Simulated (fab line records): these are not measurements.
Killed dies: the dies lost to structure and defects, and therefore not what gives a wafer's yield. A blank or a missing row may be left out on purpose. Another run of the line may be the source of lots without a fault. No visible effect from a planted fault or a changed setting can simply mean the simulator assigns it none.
fab line records :: flow sky130 :: part 2 of 2: steps 44 to 44 of 44
[record]
  lots = 6
  wafers = 18
  lastDay = 50
route steps=708 shown VT_ADJUST_NCORE@121 VT_ADJUST_HVTR@131 VT_ADJUST_PCH@143 SONOS_TUNNEL@154 PAD_OPEN@708
lots with no fault: from the same line, run without faults
startH: the number of hours between the record's first day and the start of the first shown wafer of the lot :: waitH: hours from the lot's prior step to this one :: " repeats the value in the row above :: L1.1+2: several wafers, shown together as one row :: - no value, or no start was given :: * or withheld: withheld :: < > ~ a bound
route shown NAME@n: NAME is a module with steps in the file, n the number in the route of the first one :: usual: average and standard deviation across the fault-free wafers :: same: alike in all rows :: chamber/n: place in a boat :: sites: per-site readings :: _std_site: the standard deviation of these :: _edge_site: outer sites' mean less inner sites' :: radiusMm: how far each site lies from the wafer's centre :: mask NAME#n: copy n :: behind: the last tool/chamber to shape the wafer :: hold: cause of the lot's hold/its duration in hours/its outcome :: device: names the non-switching transistor (n, p or np) :: end of line: at the end of the route, the tests of the same wafers :: for a step that has no rows: nothing shown but its recipe :: killed: at the first sort, the dies lost to defects and structure; wafer yield is something else :: map: per-die view of a wafer (x killed, . not killed, _ where there is no die)
set.NAME: the run value of the setting; set.NAME@STEP: its run value at that earlier step :: model.NAME: the simulator's own value behind a step, which no gauge read
lots at some steps of the route; a table a step, a row a wafer
services: from which hour (startH, from the record's first day; less than 0 if before it) a tool's chamber was out of use, for how many hours, and why
[[steps]]
[step SKY_PAD_OPEN_PROBE_99]
[usual]
  killed_at_M0_to_M3 = 43/6.2
  killed_at_M4_up = 2.8/1.7
  killedAtContacts = 24/4.8
  killedAtFrontEnd = 15/4.3
  killedAtOther = 0.3/0.55
  killedDies = 85/8.4
  killedOnRim = 17/3.8
  killedOpen = 46/6.7
  killedShort = 38/6.2
[same]
  grossDies = 492
  killedAtBackSide = 0
lot.wafer: L879.3
tool: prober-02
chamber: -
startH: 1071.33
waitH: 0.2
killed_at_M0_to_M3: 33
killed_at_M4_up: 3
killedAtContacts: 21
killedAtFrontEnd: 10
killedAtOther: 0
killedDies: 67
killedOnRim: 12
killedOpen: 35
killedShort: 32

lot.wafer: L879.4
tool: prober-02
chamber: -
startH: 1071.38
waitH: 0.2
killed_at_M0_to_M3: 50
killed_at_M4_up: 1
killedAtContacts: 25
killedAtFrontEnd: 14
killedAtOther: 0
killedDies: 90
killedOnRim: 22
killedOpen: 45
killedShort: 45

lot.wafer: L879.6
tool: prober-02
chamber: -
startH: 1071.48
waitH: 0.2
killed_at_M0_to_M3: 44
killed_at_M4_up: 5
killedAtContacts: 22
killedAtFrontEnd: 16
killedAtOther: 0
killedDies: 87
killedOnRim: 17
killedOpen: 52
killedShort: 34

lot.wafer: L884.3
tool: prober-01
chamber: -
startH: 1107.59
waitH: 0.2
killed_at_M0_to_M3: 42
killed_at_M4_up: 2
killedAtContacts: 23
killedAtFrontEnd: 16
killedAtOther: 0
killedDies: 83
killedOnRim: 18
killedOpen: 52
killedShort: 31

lot.wafer: L884.5
tool: prober-01
chamber: -
startH: 1107.69
waitH: 0.2
killed_at_M0_to_M3: 43
killed_at_M4_up: 2
killedAtContacts: 27
killedAtFrontEnd: 16
killedAtOther: 0
killedDies: 88
killedOnRim: 18
killedOpen: 48
killedShort: 40

lot.wafer: L884.6
tool: prober-01
chamber: -
startH: 1107.74
waitH: 0.2
killed_at_M0_to_M3: 43
killed_at_M4_up: 3
killedAtContacts: 30
killedAtFrontEnd: 7
killedAtOther: 0
killedDies: 83
killedOnRim: 18
killedOpen: 44
killedShort: 38

lot.wafer: L893.2
tool: prober-02
chamber: -
startH: 1156.50
waitH: 0.1
killed_at_M0_to_M3: 50
killed_at_M4_up: 1
killedAtContacts: 28
killedAtFrontEnd: 412
killedAtOther: 1
killedDies: 492
killedOnRim: 96
killedOpen: 54
killedShort: 42

lot.wafer: L893.4
tool: prober-02
chamber: -
startH: 1156.60
waitH: 0.2
killed_at_M0_to_M3: 37
killed_at_M4_up: 5
killedAtContacts: 18
killedAtFrontEnd: 432
killedAtOther: 0
killedDies: 492
killedOnRim: 96
killedOpen: 42
killedShort: 30

lot.wafer: L893.5
tool: prober-02
chamber: -
startH: 1156.65
waitH: 0.2
killed_at_M0_to_M3: 35
killed_at_M4_up: 2
killedAtContacts: 20
killedAtFrontEnd: 435
killedAtOther: 0
killedDies: 492
killedOnRim: 96
killedOpen: 43
killedShort: 30

lot.wafer: L894.3
tool: prober-01
chamber: -
startH: 1171.99
waitH: 0.2
killed_at_M0_to_M3: 51
killed_at_M4_up: 1
killedAtContacts: 30
killedAtFrontEnd: 410
killedAtOther: 0
killedDies: 492
killedOnRim: 96
killedOpen: 52
killedShort: 45

lot.wafer: L894.4
tool: prober-01
chamber: -
startH: 1172.04
waitH: 0.2
killed_at_M0_to_M3: 42
killed_at_M4_up: 2
killedAtContacts: 21
killedAtFrontEnd: 427
killedAtOther: 0
killedDies: 492
killedOnRim: 96
killedOpen: 48
killedShort: 31

lot.wafer: L894.6
tool: prober-01
chamber: -
startH: 1172.14
waitH: 0.2
killed_at_M0_to_M3: 45
killed_at_M4_up: 3
killedAtContacts: 26
killedAtFrontEnd: 417
killedAtOther: 1
killedDies: 492
killedOnRim: 96
killedOpen: 37
killedShort: 44

lot.wafer: L895.2
tool: prober-02
chamber: -
startH: 1190.58
waitH: 0.1
killed_at_M0_to_M3: 53
killed_at_M4_up: 2
killedAtContacts: 28
killedAtFrontEnd: 6
killedAtOther: 1
killedDies: 90
killedOnRim: 15
killedOpen: 48
killedShort: 42

lot.wafer: L895.4
tool: prober-02
chamber: -
startH: 1190.68
waitH: 0.2
killed_at_M0_to_M3: 48
killed_at_M4_up: 7
killedAtContacts: 25
killedAtFrontEnd: 14
killedAtOther: 1
killedDies: 95
killedOnRim: 17
killedOpen: 43
killedShort: 52

lot.wafer: L895.5
tool: prober-02
chamber: -
startH: 1190.73
waitH: 0.2
killed_at_M0_to_M3: 41
killed_at_M4_up: 3
killedAtContacts: 22
killedAtFrontEnd: 20
killedAtOther: 1
killedDies: 87
killedOnRim: 17
killedOpen: 47
killedShort: 39

lot.wafer: L896.2
tool: prober-02
chamber: -
startH: 1194.42
waitH: 0.1
killed_at_M0_to_M3: 36
killed_at_M4_up: 6
killedAtContacts: 27
killedAtFrontEnd: 15
killedAtOther: 0
killedDies: 84
killedOnRim: 18
killedOpen: 46
killedShort: 38

lot.wafer: L896.3
tool: prober-02
chamber: -
startH: 1194.47
waitH: 0.2
killed_at_M0_to_M3: 37
killed_at_M4_up: 1
killedAtContacts: 23
killedAtFrontEnd: 11
killedAtOther: 0
killedDies: 72
killedOnRim: 17
killedOpen: 34
killedShort: 38

lot.wafer: L896.5
tool: prober-02
chamber: -
startH: 1194.57
waitH: 0.2
killed_at_M0_to_M3: 40
killed_at_M4_up: 2
killedAtContacts: 14
killedAtFrontEnd: 18
killedAtOther: 0
killedDies: 74
killedOnRim: 18
killedOpen: 45
killedShort: 29
// killed by level:class
L879.3 CONTACT:geometricParticle:open=11 VIA2:geometricParticle:open=7 FIELD_ISO:geometricParticle:short=6 METAL1:geometricParticle:short=5 VIA3:geometricParticle:open=5 LI_CONTACT:geometricParticle:short=4 CONTACT:geometricParticle:short=4 VIA1:geometricParticle:open=4
L879.4 VIA1:geometricParticle:open=15 VIA1:geometricParticle:short=10 METAL1:geometricParticle:short=8 CONTACT:geometricParticle:open=7 LI_CONTACT:geometricParticle:open=6 CONTACT:geometricParticle:short=6 FIELD_ISO:geometricParticle:short=5 VIA3:geometricParticle:open=5
L879.6 VIA1:geometricParticle:open=15 VIA3:geometricParticle:open=12 CONTACT:geometricParticle:open=9 CONTACT:geometricParticle:short=6 FIELD_ISO:geometricParticle:open=5 FIELD_ISO:geometricParticle:short=5 METAL2:geometricParticle:short=5 METAL4:geometricParticle:short=4
L884.3 VIA2:geometricParticle:open=9 LI_CONTACT:geometricParticle:open=9 CONTACT:geometricParticle:open=7 VIA1:geometricParticle:open=7 VIA3:geometricParticle:open=6 FIELD_ISO:geometricParticle:open=4 VIA2:geometricParticle:short=4 METAL3:geometricParticle:short=4
L884.5 CONTACT:geometricParticle:open=12 VIA1:geometricParticle:open=11 METAL2:geometricParticle:short=9 POLY_GATE:geometricParticle:short=8 LI_CONTACT:geometricParticle:open=7 METAL1:geometricParticle:short=7 VIA2:geometricParticle:open=6 FIELD_ISO:geometricParticle:short=4
L884.6 CONTACT:geometricParticle:open=14 METAL2:geometricParticle:short=7 VIA1:geometricParticle:open=7 VIA2:geometricParticle:open=6 VIA1:geometricParticle:short=6 VIA3:geometricParticle:open=6 LI_CONTACT:geometricParticle:open=5 LOCAL_INTERCONNECT:geometricParticle:short=5
L893.2 VT_ADJUST_HVTR:areaExpose=396 VIA1:geometricParticle:open=10 METAL2:geometricParticle:short=10 LI_CONTACT:geometricParticle:open=9 CONTACT:geometricParticle:open=8 VIA2:geometricParticle:open=6 VIA3:geometricParticle:open=6 CONTACT:geometricParticle:short=5
L893.4 VT_ADJUST_HVTR:areaExpose=418 VIA1:geometricParticle:open=11 CONTACT:geometricParticle:open=10 VIA3:geometricParticle:open=8 VIA1:geometricParticle:short=6 METAL2:geometricParticle:short=6 FIELD_ISO:geometricParticle:open=4 FIELD_ISO:geometricParticle:short=4
L893.5 VT_ADJUST_HVTR:areaExpose=419 CONTACT:geometricParticle:open=11 VIA1:geometricParticle:open=9 FIELD_ISO:geometricParticle:open=7 VIA1:geometricParticle:short=7 VIA2:geometricParticle:open=5 METAL1:geometricParticle:short=5 LI_CONTACT:geometricParticle:open=4
L894.3 VT_ADJUST_HVTR:areaExpose=395 VIA1:geometricParticle:open=11 METAL2:geometricParticle:short=10 CONTACT:geometricParticle:open=8 LI_CONTACT:geometricParticle:open=7 POLY_GATE:geometricParticle:open=6 CONTACT:geometricParticle:short=6 LI_CONTACT:geometricParticle:short=5
L894.4 VT_ADJUST_HVTR:areaExpose=413 VIA3:geometricParticle:open=11 VIA1:geometricParticle:open=9 LI_CONTACT:geometricParticle:open=8 METAL2:geometricParticle:short=8 CONTACT:geometricParticle:open=5 FIELD_ISO:geometricParticle:short=4 POLY_GATE:geometricParticle:open=4
L894.6 VT_ADJUST_HVTR:areaExpose=410 VIA1:geometricParticle:open=10 LI_CONTACT:geometricParticle:open=7 LOCAL_INTERCONNECT:geometricParticle:short=6 VIA2:geometricParticle:open=6 VIA2:geometricParticle:short=6 VIA1:geometricParticle:short=5 CONTACT:geometricParticle:short=5
L895.2 VIA1:geometricParticle:open=12 CONTACT:geometricParticle:open=11 METAL1:geometricParticle:short=8 VIA3:geometricParticle:open=8 CONTACT:geometricParticle:short=6 LI_CONTACT:geometricParticle:open=6 METAL3:geometricParticle:short=5 LOCAL_INTERCONNECT:geometricParticle:short=4
L895.4 CONTACT:geometricParticle:open=9 METAL1:geometricParticle:short=8 VIA1:geometricParticle:open=8 CONTACT:geometricParticle:short=6 VIA1:geometricParticle:short=6 VIA3:geometricParticle:open=6 LI_CONTACT:geometricParticle:open=5 VIA2:geometricParticle:short=4
L895.5 LI_CONTACT:geometricParticle:open=9 VIA3:geometricParticle:open=9 VIA1:geometricParticle:open=7 FIELD_ISO:geometricParticle:short=5 POLY_GATE:geometricParticle:short=5 CONTACT:geometricParticle:open=5 METAL2:geometricParticle:short=4 METAL1:geometricParticle:short=4
L896.2 CONTACT:geometricParticle:open=14 VIA1:geometricParticle:open=10 FIELD_ISO:geometricParticle:open=5 FIELD_ISO:geometricParticle:short=5 METAL3:geometricParticle:short=5 LI_CONTACT:geometricParticle:open=4 LOCAL_INTERCONNECT:geometricParticle:short=4 VIA2:geometricParticle:short=4
L896.3 METAL1:geometricParticle:short=9 CONTACT:geometricParticle:open=7 CONTACT:geometricParticle:short=6 LI_CONTACT:geometricParticle:open=5 VIA1:geometricParticle:open=5 VIA3:geometricParticle:short=5 POLY_GATE:geometricParticle:open=4 METAL2:geometricParticle:short=4
L896.5 VIA1:geometricParticle:open=8 VIA2:geometricParticle:open=8 VIA3:geometricParticle:open=7 POLY_GATE:geometricParticle:open=5 FIELD_ISO:geometricParticle:open=4 LOCAL_INTERCONNECT:geometricParticle:short=4 CONTACT:geometricParticle:open=4 METAL1:geometricParticle:short=4
// map L893.2 (x killed, . not)
__________xxxxxxxxxx_________
________xxxxxxxxxxxxxx_______
______xxxxxxxxxxxxxxxxxx_____
_____xxxxxxxxxxxxxxxxxxxx____
____xxxxxxxxxxxxxxxxxxxxxx___
___xxxxxxxxxxxxxxxxxxxxxxxx__
__xxxxxxxxxxxxxxxxxxxxxxxxxx_
_xxxxxxxxxxxxxxxxxxxxxxxxxxxx
_xxxxxxxxxxxxxxxxxxxxxxxxxxxx
_xxxxxxxxxxxxxxxxxxxxxxxxxxxx
_xxxxxxxxxxxxxxxxxxxxxxxxxxxx
_xxxxxxxxxxxxxxxxxxxxxxxxxxxx
_xxxxxxxxxxxxxxxxxxxxxxxxxxxx
_xxxxxxxxxxxxxxxxxxxxxxxxxxxx
_xxxxxxxxxxxxxxxxxxxxxxxxxxxx
__xxxxxxxxxxxxxxxxxxxxxxxxxx_
___xxxxxxxxxxxxxxxxxxxxxxxx__
____xxxxxxxxxxxxxxxxxxxxxx___
_____xxxxxxxxxxxxxxxxxxxx____
______xxxxxxxxxxxxxxxxxx_____
________xxxxxxxxxxxxxx_______
__________xxxxxxxxxx_________
// map L894.3 (x killed, . not)
__________xxxxxxxxxx_________
________xxxxxxxxxxxxxx_______
______xxxxxxxxxxxxxxxxxx_____
_____xxxxxxxxxxxxxxxxxxxx____
____xxxxxxxxxxxxxxxxxxxxxx___
___xxxxxxxxxxxxxxxxxxxxxxxx__
__xxxxxxxxxxxxxxxxxxxxxxxxxx_
_xxxxxxxxxxxxxxxxxxxxxxxxxxxx
_xxxxxxxxxxxxxxxxxxxxxxxxxxxx
_xxxxxxxxxxxxxxxxxxxxxxxxxxxx
_xxxxxxxxxxxxxxxxxxxxxxxxxxxx
_xxxxxxxxxxxxxxxxxxxxxxxxxxxx
_xxxxxxxxxxxxxxxxxxxxxxxxxxxx
_xxxxxxxxxxxxxxxxxxxxxxxxxxxx
_xxxxxxxxxxxxxxxxxxxxxxxxxxxx
__xxxxxxxxxxxxxxxxxxxxxxxxxx_
___xxxxxxxxxxxxxxxxxxxxxxxx__
____xxxxxxxxxxxxxxxxxxxxxx___
_____xxxxxxxxxxxxxxxxxxxx____
______xxxxxxxxxxxxxxxxxx_____
________xxxxxxxxxxxxxx_______
__________xxxxxxxxxx_________
[[services]]
tool: plasmaAsher-04
chamber: -
startH: 180.69
hours: 1.7
kind: repair

tool: plasmaAsher-01
chamber: -
startH: 199.77
hours: 3.3
kind: repair

tool: plasmaAsher-03
chamber: -
startH: 201.46
hours: 2.2
kind: repair

tool: plasmaAsher-02
chamber: -
startH: 253.87
hours: 2.8
kind: pm

tool: plasmaAsher-04
chamber: -
startH: 256.23
hours: 1.2
kind: repair

tool: plasmaAsher-04
chamber: -
startH: 276.41
hours: 7.3
kind: repair

tool: plasmaAsher-03
chamber: -
startH: 323.88
hours: 0.4
kind: repair

tool: plasmaAsher-01
chamber: -
startH: 340.91
hours: 1.2
kind: repair
[[key]]
[firstSign]
  step = SKY_VT_ADJUST_HVTR_COAT_02
  reading = toolRecord
  direction = missing
[effect]
  step = SKY_VT_ADJUST_HVTR_CD_MEAS_07
  reading = cdNm
  direction = missing
[effect]
  step = SKY_VT_ADJUST_HVTR_OVL_MEAS_08
  reading = VT_ADJUST_HVTR_OVL
  direction = missing
[effect]
  step = SKY_VT_ADJUST_PCH_TW_MEAS_10
  reading = VT_ADJUST_PCH_TW
  direction = up
  sigmas = 44
  usual = 142.1
  struck = 225.0
[effect]
  step = SKY_SONOS_TUNNEL_TW_MEAS_12
  reading = SONOS_TUNNEL_TW
  direction = up
  sigmas = 21
  usual = 198.0
  struck = 247.9
[effect]
  step = SKY_PAD_OPEN_PROBE_99
  reading = killedAtFrontEnd
  direction = up
  sigmas = 96
  usual = 15
  struck = 422
[moreKillsBornAt]
  SKY_VT_ADJUST_HVTR_EXPOSE_04@ilineStepper-01 = 2451
metAt SKY_VT_ADJUST_HVTR_COAT_02
struckWafers L893.2,L893.4,L893.5,L894.3,L894.4,L894.6
testerLeftOut L893,L894
onsetBetween 192.39 302.46
[fault]
  kind = skippedStepWhole
  tool = lithoTrack-02
  chamber = -
  onsetH = 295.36
  steps = SKY_VT_ADJUST_HVTR_COAT_02
  scope = struckLotsOnly
// testerLeftOut: of these lots the tester's yield and bins aren't shown, on N5 and GAA mostly nor the transistor test; their killed dies are dies lost to structure and defects alone, not to doping, threshold or leakage, so they don't give the yield
